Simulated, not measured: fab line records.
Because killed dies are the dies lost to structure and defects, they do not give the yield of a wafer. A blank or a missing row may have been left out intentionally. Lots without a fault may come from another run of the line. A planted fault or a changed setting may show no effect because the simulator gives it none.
Which tool was responsible? :: flow gf180mcu :: 36 wafers from 12 lots sampled at 2 of the route's 602 steps

## WHAT THE GAUGES READ, wafer by wafer
GF_M3_CD_MEAS_14 targets a cd of 280 nm.
lot: L412
measured: day 22 13:12
on: cdSem-02
cdNm (nm): 281.4 281.4 281.5

lot: L418
measured: day 24 09:18
on: cdSem-01
cdNm (nm): 277.6 277.9 278.4

lot: L420
measured: day 24 22:24
on: cdSem-01
cdNm (nm): 281.0 279.1 279.8

lot: L421
measured: day 25 03:09
on: cdSem-02
cdNm (nm): 282.3 281.9 282.4

lot: L425
measured: day 26 12:47
on: cdSem-02
cdNm (nm): 281.3 280.1 281.0

lot: L426
measured: day 26 16:38
on: cdSem-01
cdNm (nm): 282.3 281.7 281.8

lot: L427
measured: day 27 03:00
on: cdSem-01
cdNm (nm): 278.8 278.6 280.0

lot: L428
measured: day 27 15:33
on: cdSem-02
cdNm (nm): 278.8 278.9 278.2

lot: L430
measured: day 27 21:33
on: cdSem-02
cdNm (nm): 281.1 282.4 282.0

lot: L431
measured: day 28 08:23
on: cdSem-02
cdNm (nm): 280.8 280.7 281.9

lot: L432
measured: day 28 17:16
on: cdSem-01
cdNm (nm): 279.3 279.1 280.0

lot: L433
measured: day 28 21:53
on: cdSem-01
cdNm (nm): 281.0 280.9 278.8

## WHICH TOOL RAN EACH LOT (tool, then ch and the chambers of the sampled wafers, then the start)
lot: L412
GF_M2_SPUTTER_00: pvdSputter-03, day 19 10:07

lot: L418
GF_M2_SPUTTER_00: pvdSputter-01, day 21 09:22

lot: L420
GF_M2_SPUTTER_00: pvdSputter-01, day 22 00:09

lot: L421
GF_M2_SPUTTER_00: pvdSputter-02, day 22 04:52

lot: L425
GF_M2_SPUTTER_00: pvdSputter-02, day 23 16:58

lot: L426
GF_M2_SPUTTER_00: pvdSputter-03, day 23 20:42

lot: L427
GF_M2_SPUTTER_00: pvdSputter-02, day 24 08:13

lot: L428
GF_M2_SPUTTER_00: pvdSputter-03, day 24 21:55

lot: L430
GF_M2_SPUTTER_00: pvdSputter-01, day 25 04:47

lot: L431
GF_M2_SPUTTER_00: pvdSputter-03, day 25 14:49

lot: L432
GF_M2_SPUTTER_00: pvdSputter-01, day 26 00:40

lot: L433
GF_M2_SPUTTER_00: pvdSputter-01, day 26 04:59
- GF_M2_SPUTTER_00: material Ti, target thk 37.5 nm, time 150 s.

## WHAT THE TOOLS THEMSELVES READ (means of the sampled wafers that have a number; where no wafer has one, the mark that the record gives instead)
GF_M2_SPUTTER_00.
lot: L412
tool: pvdSputter-03
cathodeDcPowerW (W): 3999.7
throttleValvePct (%): 30.7

lot: L418
tool: pvdSputter-01
cathodeDcPowerW (W): 3999.5
throttleValvePct (%): 29.9

lot: L420
tool: pvdSputter-01
cathodeDcPowerW (W): 3999.9
throttleValvePct (%): 30.2

lot: L421
tool: pvdSputter-02
cathodeDcPowerW (W): 3999.5
throttleValvePct (%): 29.2

lot: L425
tool: pvdSputter-02
cathodeDcPowerW (W): 4000.0
throttleValvePct (%): 28.9

lot: L426
tool: pvdSputter-03
cathodeDcPowerW (W): 4000.4
throttleValvePct (%): 30.6

lot: L427
tool: pvdSputter-02
cathodeDcPowerW (W): 4000.6
throttleValvePct (%): 29.2

lot: L428
tool: pvdSputter-03
cathodeDcPowerW (W): 3999.4
throttleValvePct (%): 30.6

lot: L430
tool: pvdSputter-01
cathodeDcPowerW (W): 4000.0
throttleValvePct (%): 29.9

lot: L431
tool: pvdSputter-03
cathodeDcPowerW (W): 3999.7
throttleValvePct (%): 30.4

lot: L432
tool: pvdSputter-01
cathodeDcPowerW (W): 4000.1
throttleValvePct (%): 30.0

lot: L433
tool: pvdSputter-01
cathodeDcPowerW (W): 4000.1
throttleValvePct (%): 29.5

## THE ANSWER, worked out from the rows above alone
Rule: usual is defined by the lots themselves. Put in order of their means at a reading, lots are off if they are a third of the lots or fewer, leave a main group of 4 or more, and stand apart from it by a gap of 3 or more times the standard deviation of the main group's means; of several such gaps the widest counts. A main group whose means are all the same, to the digits that the tables above print for the reading, isn't used. A lot without any number at a reading at which 4 lots or more have one is off too. All remaining lots with rows at the step are treated as sound. After the gauges, taken in route order, come the tools' own readings; for these a lot's mean is taken, as printed above. The first step at which some lot is off is used, and at that step the reading that is off furthest; a lot without a number counts as furthest.
Across all readings shown, no lot is off: no conclusion can be drawn from this.

## WHAT HAD BEEN PUT IN BY THE SIMULATOR
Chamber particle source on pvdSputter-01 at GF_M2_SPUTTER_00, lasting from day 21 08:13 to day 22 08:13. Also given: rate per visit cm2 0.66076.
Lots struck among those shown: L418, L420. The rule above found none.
